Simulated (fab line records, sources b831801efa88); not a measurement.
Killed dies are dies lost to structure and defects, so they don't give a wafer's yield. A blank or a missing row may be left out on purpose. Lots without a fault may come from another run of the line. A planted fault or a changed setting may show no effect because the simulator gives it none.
fab line records | flow sky130
record lots=6 wafers=18 last_day=50
route steps=708 shown VT_ADJUST_PCH@144 SONOS_TUNNEL@154 PAD_OPEN@708
lots that met no fault: from a run of the same line without faults
start_h: hours from the record's first day to the start of the lot's first wafer shown | wait_h: hours since the lot's step before | " the same as in the row above | L1.1+2: a row that stands for several wafers | - no value, or no start given | * or withheld: withheld | < > ~ a bound
route shown NAME@n: a module of which the file shows steps, and the number in the route of the first | usual: mean/standard deviation of fault-free wafers | same: alike in all rows | chamber/n: place in a boat | sites: the reading at each site | _std_site: their standard deviation | _edge_site: outer sites' mean less inner sites' | radius_mm: how far each site lies from the wafer's centre | mask NAME#n: copy n | behind: the tool/chamber that last shaped the wafer | hold: why the lot was held/for how many hours/how that ended | device: the transistor (n, p or np) that didn't switch | end of line: the same wafers' tests at the end of the route | a step without rows: its recipe alone | killed: dies lost to structure and defects at the first sort, not the wafer's yield | map: a wafer's dies, x killed, . not, _ none there
set.NAME: the setting as run; set.NAME@STEP: as run at that earlier step | model.NAME: the simulator's own value behind a step, which no gauge read
lots at some steps of the route; a table a step, a row a wafer
services: from which hour (start_h, from the record's first day; less than 0 if before it) a tool's chamber was out of use, for how many hours, and why
## steps
# step SKY_VT_ADJUST_PCH_HMDS_01
# recipe prime_time_s=60 prime_temp_c=120
# step SKY_VT_ADJUST_PCH_COAT_02
# recipe spin_rpm=2000 resist_thk_nm=3000
# step SKY_VT_ADJUST_PCH_SOFTBAKE_03
# recipe temp_c=110 time_s=withheld
# step SKY_VT_ADJUST_PCH_EXPOSE_04
# recipe mask_id=NWM na=0.6 source_shape=conventional sigma_outer=0.6 polarization=unpolarized target_cd_nm=840 dose_mj=255
# step SKY_VT_ADJUST_PCH_PEB_05
# recipe temp_c=115 time_s=withheld
# step SKY_VT_ADJUST_PCH_DEVELOP_06
# recipe wall_angle_deg=90 developer=TMAH develop_time_s=60 dev_temp_c=23
# step SKY_VT_ADJUST_PCH_OVL_MEAS_07
# usual VT_ADJUST_PCH_OVL=0.4/1.4
# columns lot.wafer tool chamber start_h wait_h VT_ADJUST_PCH_OVL[nm]
L394.2 overlay-01 - 270.39 - 2.4
L394.5 " - " " 0.6
L394.6 " - " " -0.5
L395.4 overlay-01 - 278.50 - 0.0
L395.5 " - " " 0.2
L395.6 " - " " 0.7
L405.1 overlay-02 - 353.78 - 2.4
L405.3 " - " " 2.1
L405.5 " - " " 1.5
L406.2 overlay-02 - 367.44 - 3.3
L406.3 " - " " -0.3
L406.5 " - " " -0.5
L408.1 overlay-01 - 385.04 - 0.8
L408.2 " - " " -1.1
L408.5 " - " " -1.0
L411.1 overlay-01 - 432.63 - 2.0
L411.2 " - " " -0.5
L411.4 " - " " -1.1
# step SKY_VT_ADJUST_PCH_IMPLANT_08
# recipe species=B energy_kev=10 dose_cm2=5e+11 tilt_deg=withheld
# step SKY_VT_ADJUST_PCH_STRIP_09
# recipe chemistry=O2/N2 power_w=1400 pressure_mtorr=1500 platen_temp_c=withheld o2_flow_sccm=3000 n2_flow_sccm=300 overash_fraction=0.5
# usual drypump_motor_current_A=5.6/0.53 oes_product_au=0.722/0.0044 strip_time_to_endpoint_s=36.87/0.11
# columns lot.wafer tool chamber start_h wait_h drypump_motor_current_A oes_product_au rf_hours_counter_h strip_time_to_endpoint_s
L394.2 plasma_asher-02 0 270.57 0.1 5.0 0.719 14 36.95
L394.5 " 1 " " 6.1 0.721 - 36.93
L394.6 " 0 " " 5.0 0.717 - 36.91
L395.4 plasma_asher-01 0 278.70 0.1 6.4 0.724 - 36.93
L395.5 " 1 " " 5.6 0.714 - 36.97
L395.6 " 0 " " 6.4 0.731 - 36.85
L405.1 plasma_asher-02 1 353.97 0.1 6.1 0.716 23 36.93
L405.3 " 1 " " 6.1 0.720 - 36.87
L405.5 " 1 " " 6.1 0.724 - 36.87
L406.2 plasma_asher-01 1 367.62 0.1 5.7 0.721 66 36.86
L406.3 " 0 " " 6.3 0.720 - 36.83
L406.5 " 0 " " 6.4 0.725 - 37.00
L408.1 plasma_asher-01 0 385.23 0.1 6.4 0.719 68 36.90
L408.2 " 1 " " 5.7 0.718 68 36.88
L408.5 " 1 " " 5.7 0.716 - 36.95
L411.1 plasma_asher-02 0 432.82 0.1 5.0 0.719 31 37.01
L411.2 " 1 " " 6.1 0.727 31 37.06
L411.4 " 0 " " 5.0 0.723 - 37.11
# step SKY_VT_ADJUST_PCH_TW_MEAS_10
# usual VT_ADJUST_PCH_TW=143.9/2
# columns lot.wafer tool chamber start_h wait_h VT_ADJUST_PCH_TW
L394.2 film_metro-01 - 270.68 0.1 144.8
L394.5 " - " " 144.6
L394.6 " - " " 145.6
L395.4 film_metro-01 - 278.80 0.1 144.4
L395.5 " - " " 144.1
L395.6 " - " " 144.6
L405.1 film_metro-04 - 354.07 0.1 145.3
L405.3 " - " " 145.1
L405.5 " - " " 145.4
L406.2 film_metro-01 - 367.73 0.1 144.9
L406.3 " - " " 145.6
L406.5 " - " " 146.3
L408.1 film_metro-04 - 385.33 0.1 144.1
L408.2 " - " " 144.6
L408.5 " - " " 145.4
L411.1 film_metro-03 - 432.92 0.1 139.4
L411.2 " - " " 140.4
L411.4 " - " " 139.8
# step SKY_SONOS_TUNNEL_DEHYDRATE_00
# recipe temp_c=200 time_s=60
# step SKY_SONOS_TUNNEL_HMDS_01
# recipe prime_time_s=60 prime_temp_c=120
# step SKY_SONOS_TUNNEL_COAT_02
# recipe resist=NOVOLAK spin_rpm=3000 resist_thk_nm=1140
# usual dispense_pressure_kPa=48.2/3
# columns lot.wafer tool chamber start_h wait_h dispense_pressure_kPa model.NOVOLAK_of_SONOS_TUNNEL_COAT_02.thk_nm
L394.2 litho_track-01 0 283.06 0.1 45.3 1136
L394.5 " 0 " " 45.3 1136
L394.6 " 0 " " 45.3 1137
L395.4 litho_track-02 0 290.96 0.1 45.6 1140
L395.5 " 0 " " 45.7 1137
L395.6 " 0 " " 45.7 1141
L405.1 litho_track-02 0 367.73 0.1 45.7 1018
L405.3 " 0 " " 45.7 1018
L405.5 " 0 " " 45.7 1019
L406.2 litho_track-02 0 382.11 0.1 45.7 1020
L406.3 " 0 " " 45.7 1019
L406.5 " 0 " " 45.7 1019
L408.1 litho_track-03 0 399.48 0.1 51.5 1142
L408.2 " 0 " " 51.5 1137
L408.5 " 0 " " 51.5 1141
L411.1 litho_track-03 0 447.83 0.1 51.5 1134
L411.2 " 0 " " 51.5 1136
L411.4 " 0 " " 51.4 1135
# step SKY_SONOS_TUNNEL_SOFTBAKE_03
# recipe temp_c=90 time_s=60 resist=NOVOLAK
# step SKY_SONOS_TUNNEL_EXPOSE_04
# recipe mask_id=TUNM na=0.6 source_shape=conventional sigma_outer=0.6 polarization=unpolarized target_cd_nm=410 dose_mj=136
# step SKY_SONOS_TUNNEL_PEB_05
# recipe temp_c=withheld time_s=* resist=NOVOLAK
# step SKY_SONOS_TUNNEL_DEVELOP_06
# recipe resist=NOVOLAK developer=TMAH develop_time_s=62.18 dev_temp_c=23
# columns lot.wafer tool chamber start_h wait_h model.NOVOLAK_of_SONOS_TUNNEL_COAT_02.thk_nm model.SONOS_TUNNEL.cd_nm
L394.2 litho_track-01 0 295.31 0.1 1136 406.7
L394.5 " 0 " " 1136 411
L394.6 " 0 " " 1137 408.7
L395.4 litho_track-03 0 303.25 0.1 1140 406.9
L395.5 " 0 " " 1137 408.7
L395.6 " 0 " " 1140 406.3
L405.1 litho_track-03 0 382.33 0.1 1018 419.5
L405.3 " 0 " " 1017 419.2
L405.5 " 0 " " 1019 420.9
L406.2 litho_track-01 0 396.91 0.1 1019 417.6
L406.3+5 " 0 " " 1019 418.4
L408.1 litho_track-02 0 414.43 0.1 1142 404.8
L408.2 " 0 " " 1136 405.1
L408.5 " 0 " " 1141 401.7
L411.1 litho_track-03 0 463.08 0.1 1134 412.6
L411.2 " 0 " " 1136 411.6
L411.4 " 0 " " 1134 410.8
# step SKY_SONOS_TUNNEL_CD_MEAS_07
# recipe target_cd_nm=410
# usual cd_nm=409.6/2.5
# columns lot.wafer tool chamber start_h wait_h cd_nm
L394.2 cd_sem-02 - 295.45 0.1 407.1
L394.5 " - " " 411.3
L394.6 " - " " 408.5
L395.4 cd_sem-01 - 303.39 0.1 406.8
L395.5 " - " " 408.8
L395.6 " - " " 406.3
L405.1 cd_sem-01 - 382.48 0.1 419.5
L405.3 " - " " 419.5
L405.5 " - " " 421.0
L406.2 cd_sem-01 - 397.05 0.1 417.6
L406.3 " - " " 418.6
L406.5 " - " " 418.5
L408.1 cd_sem-02 - 414.58 0.1 404.7
L408.2 " - " " 405.1
L408.5 " - " " 401.4
L411.1 cd_sem-01 - 463.26 0.2 412.7
L411.2 " - " " 411.8
L411.4 " - " " 411.2
# step SKY_SONOS_TUNNEL_OVL_MEAS_08
# usual SONOS_TUNNEL_OVL=-0.4/1.1
# columns lot.wafer tool chamber start_h wait_h SONOS_TUNNEL_OVL[nm]
L394.2 overlay-02 - 295.56 0.1 -1.4
L394.5 " - " " -0.2
L394.6 " - " " -0.3
L395.4 overlay-01 - 303.47 0.1 2.2
L395.5 " - " " -0.6
L395.6 " - " " 1.6
L405.1 overlay-01 - 382.60 0.1 0.5
L405.3 " - " " 0.5
L405.5 " - " " -0.4
L406.2 overlay-01 - 397.16 0.1 0.5
L406.3 " - " " -0.5
L406.5 " - " " -0.7
L408.1 overlay-02 - 414.70 0.1 -0.8
L408.2 " - " " -1.2
L408.5 " - " " -0.7
L411.1 overlay-02 - 463.38 0.1 -1.0
L411.2 " - " " -0.4
L411.4 " - " " -0.6
# step SKY_PAD_OPEN_PROBE_99
# usual killed_at_M0_to_M3=45/6.8 killed_at_M4_up=3.1/2 killed_at_contacts=23/5.2 killed_at_front_end=14/3.7 killed_at_other=0.3/0.61 killed_dies=86/9 killed_open=46/6.9 killed_short=39/6.4
# same gross_dies=492 killed_at_back_side=0
# columns lot.wafer tool chamber start_h wait_h killed_at_M0_to_M3 killed_at_M4_up killed_at_contacts killed_at_front_end killed_at_other killed_dies killed_open killed_short
L394.5 prober-01 - 1109.95 0.2 56 5 14 12 0 87 41 46
# killed by level:class
L394.5 VIA1:geometric_particle:open=11 METAL2:geometric_particle:short=8 VIA1:geometric_particle:short=7 METAL1:geometric_particle:short=7 VIA3:geometric_particle:open=6 VIA2:geometric_particle:open=5 POLY_GATE:geometric_particle:open=4 METAL4:geometric_particle:short=4
## services
# columns tool chamber start_h hours kind
litho_track-02 - 251.04 - consumable_replace:filter
plasma_asher-01 - 340.88 14.6 pm
plasma_asher-01 - 421.25 9.0 pm
plasma_asher-01 0 421.25 9.0 vent_cycle
plasma_asher-01 1 421.25 9.0 vent_cycle
plasma_asher-01 0 430.25 - clean
plasma_asher-01 1 430.25 - clean
## key
first_sign step=SKY_SONOS_TUNNEL_CD_MEAS_07 reading=cd_nm direction=up sigmas=3.8 usual=409.6 struck=419.1
effect none on later readings
model_effect step=SKY_SONOS_TUNNEL_COAT_02 value=NOVOLAK_of_SONOS_TUNNEL_COAT_02.thk_nm without=1141 struck=1019
model_effect step=SKY_SONOS_TUNNEL_DEVELOP_06 value=NOVOLAK_of_SONOS_TUNNEL_COAT_02.thk_nm without=1141 struck=1019
met_at SKY_SONOS_TUNNEL_COAT_02
struck_wafers L405.1,L405.3,L405.5,L406.2,L406.3,L406.5
tester_left_out L405,L406
onset_between 290.96 367.73
fault kind=process_parameter_drift tool=litho_track-02 chamber=- onset_h=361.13 steps=SKY_SONOS_TUNNEL_COAT_02 channel=resist_thk_nm offset=-122.39 shape=step end_h=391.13 acts_in=these_recipes_only stated=1140
# tester_left_out: of these lots the tester's yield and bins aren't shown, on N5 and GAA mostly nor the transistor test; their killed dies are dies lost to structure and defects alone, not to doping, threshold or leakage, so they don't give the yield
